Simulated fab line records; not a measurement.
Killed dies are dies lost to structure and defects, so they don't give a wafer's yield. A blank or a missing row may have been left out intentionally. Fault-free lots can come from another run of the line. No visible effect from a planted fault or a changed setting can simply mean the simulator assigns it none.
Matching of chambers || flow gf180mcu || GF_STI_CMP_25 on cmp-01 has 4 sister chambers
The step polishes, stops on Si3N4, t overpolish 33 s, target thk 524.6 nm. 18 wafers are shown with their chamber, then 9 later ones without.

WAFERS, EACH WITH ITS CHAMBER
{"wafer": "L135.3", "chamber": 0, "motor-current-A (A)": 10.7, "time-to-endpoint-s (s)": 127, "overpolish-run-s (s)": 32.989}
{"wafer": "L135.4", "chamber": 2, "motor-current-A (A)": 10.7, "time-to-endpoint-s (s)": 125, "overpolish-run-s (s)": 32.994}
{"wafer": "L135.5", "chamber": 1, "motor-current-A (A)": 11.0, "time-to-endpoint-s (s)": 128, "overpolish-run-s (s)": 33.019}
{"wafer": "L139.2", "chamber": 3, "motor-current-A (A)": 11.4, "time-to-endpoint-s (s)": 123, "overpolish-run-s (s)": 33.011}
{"wafer": "L139.3", "chamber": 2, "motor-current-A (A)": 10.7, "time-to-endpoint-s (s)": 123, "overpolish-run-s (s)": 33.012}
{"wafer": "L139.6", "chamber": 0, "motor-current-A (A)": 10.2, "time-to-endpoint-s (s)": 125, "overpolish-run-s (s)": 32.998}
{"wafer": "L145.1", "chamber": 0, "motor-current-A (A)": 10.4, "time-to-endpoint-s (s)": 129, "overpolish-run-s (s)": 32.996}
{"wafer": "L145.2", "chamber": 1, "motor-current-A (A)": 11.3, "time-to-endpoint-s (s)": 131, "overpolish-run-s (s)": 32.997}
{"wafer": "L145.6", "chamber": 2, "motor-current-A (A)": 10.6, "time-to-endpoint-s (s)": 125, "overpolish-run-s (s)": 32.999}
{"wafer": "L150.1", "chamber": 2, "motor-current-A (A)": 11.1, "time-to-endpoint-s (s)": 121, "overpolish-run-s (s)": 33.005}
{"wafer": "L150.4", "chamber": 3, "motor-current-A (A)": 11.0, "time-to-endpoint-s (s)": 125, "overpolish-run-s (s)": 32.997}
{"wafer": "L150.5", "chamber": 3, "motor-current-A (A)": 11.6, "time-to-endpoint-s (s)": 124, "overpolish-run-s (s)": 33.010}
{"wafer": "L152.3", "chamber": 0, "motor-current-A (A)": 10.7, "time-to-endpoint-s (s)": 124, "overpolish-run-s (s)": 33.004}
{"wafer": "L152.4", "chamber": 2, "motor-current-A (A)": 10.5, "time-to-endpoint-s (s)": 122, "overpolish-run-s (s)": 32.998}
{"wafer": "L152.6", "chamber": 0, "motor-current-A (A)": 10.8, "time-to-endpoint-s (s)": 123, "overpolish-run-s (s)": 33.012}
{"wafer": "L154.3", "chamber": 0, "motor-current-A (A)": 10.0, "time-to-endpoint-s (s)": 123, "overpolish-run-s (s)": 33.008}
{"wafer": "L154.5", "chamber": 0, "motor-current-A (A)": 10.4, "time-to-endpoint-s (s)": 124, "overpolish-run-s (s)": 32.993}
{"wafer": "L154.6", "chamber": 1, "motor-current-A (A)": 11.7, "time-to-endpoint-s (s)": 121, "overpolish-run-s (s)": 33.017}

SIGNATURES, as means of the wafers listed above
{"reading": "motor-current-A", "chamber 0": 10.457, "chamber 1": 11.333, "chamber 2": 10.720, "chamber 3": 11.333, "scatter within a chamber": 0.288}
{"reading": "time-to-endpoint-s", "chamber 0": 125.00, "chamber 1": 126.67, "chamber 2": 123.20, "chamber 3": 124.00, "scatter within a chamber": 2.64}
{"reading": "overpolish-run-s", "chamber 0": 33.00000, "chamber 1": 33.01100, "chamber 2": 33.00160, "chamber 3": 33.00600, "scatter within a chamber": 0.00857}
Rule: for a wafer and a chamber, the distance is found by dividing, reading by reading, the gap between the wafer's reading and the chamber's mean by the reading's scatter, squaring, summing and taking the root. The wafer belongs to the nearest chamber; if the next one is less than 2 further off, it can't be placed. The scatter is the square root of a quotient: the sum, over the shown wafers, of each reading's squared deviation from its chamber's mean, divided by wafers minus chambers.

WAFERS WITHOUT THEIR CHAMBER
{"wafer": "L155.2", "motor-current-A (A)": 10.6, "time-to-endpoint-s (s)": 123, "overpolish-run-s (s)": 33.002}
{"wafer": "L155.3", "motor-current-A (A)": 11.5, "time-to-endpoint-s (s)": 123, "overpolish-run-s (s)": 32.988}
{"wafer": "L155.5", "motor-current-A (A)": 11.1, "time-to-endpoint-s (s)": 124, "overpolish-run-s (s)": 32.988}
{"wafer": "L156.4", "motor-current-A (A)": 10.2, "time-to-endpoint-s (s)": 126, "overpolish-run-s (s)": 32.997}
{"wafer": "L156.5", "motor-current-A (A)": 10.2, "time-to-endpoint-s (s)": 131, "overpolish-run-s (s)": 32.998}
{"wafer": "L156.6", "motor-current-A (A)": 11.7, "time-to-endpoint-s (s)": 129, "overpolish-run-s (s)": 32.997}
{"wafer": "L157.1", "motor-current-A (A)": 10.2, "time-to-endpoint-s (s)": 124, "overpolish-run-s (s)": 33.003}
{"wafer": "L157.3", "motor-current-A (A)": 10.2, "time-to-endpoint-s (s)": 122, "overpolish-run-s (s)": 33.010}
{"wafer": "L157.4", "motor-current-A (A)": 11.7, "time-to-endpoint-s (s)": 120, "overpolish-run-s (s)": 33.010}

EACH ONE'S CHAMBER
{"wafer": "L155.2", "from the rows above": "can't be placed: 2 or 0", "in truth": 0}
{"wafer": "L155.3", "from the rows above": "can't be placed: 3 or 1 or 2 or 0", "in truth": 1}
{"wafer": "L155.5", "from the rows above": "can't be placed: 2 or 3 or 0 or 1", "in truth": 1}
{"wafer": "L156.4", "from the rows above": "can't be placed: 0 or 2", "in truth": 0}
{"wafer": "L156.5", "from the rows above": "can't be placed: 0 or 2", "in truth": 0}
{"wafer": "L156.6", "from the rows above": "can't be placed: 1 or 3 or 2", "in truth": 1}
{"wafer": "L157.1", "from the rows above": "can't be placed: 0 or 2", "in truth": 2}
{"wafer": "L157.3", "from the rows above": "can't be placed: 0 or 2", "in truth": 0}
{"wafer": "L157.4", "from the rows above": "can't be placed: 3 or 1 or 2", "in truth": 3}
Correct placement for 0 of the 9. Can't be placed from these rows: 9 (the true chamber is among the candidates in 9). Placed wrongly: 0.
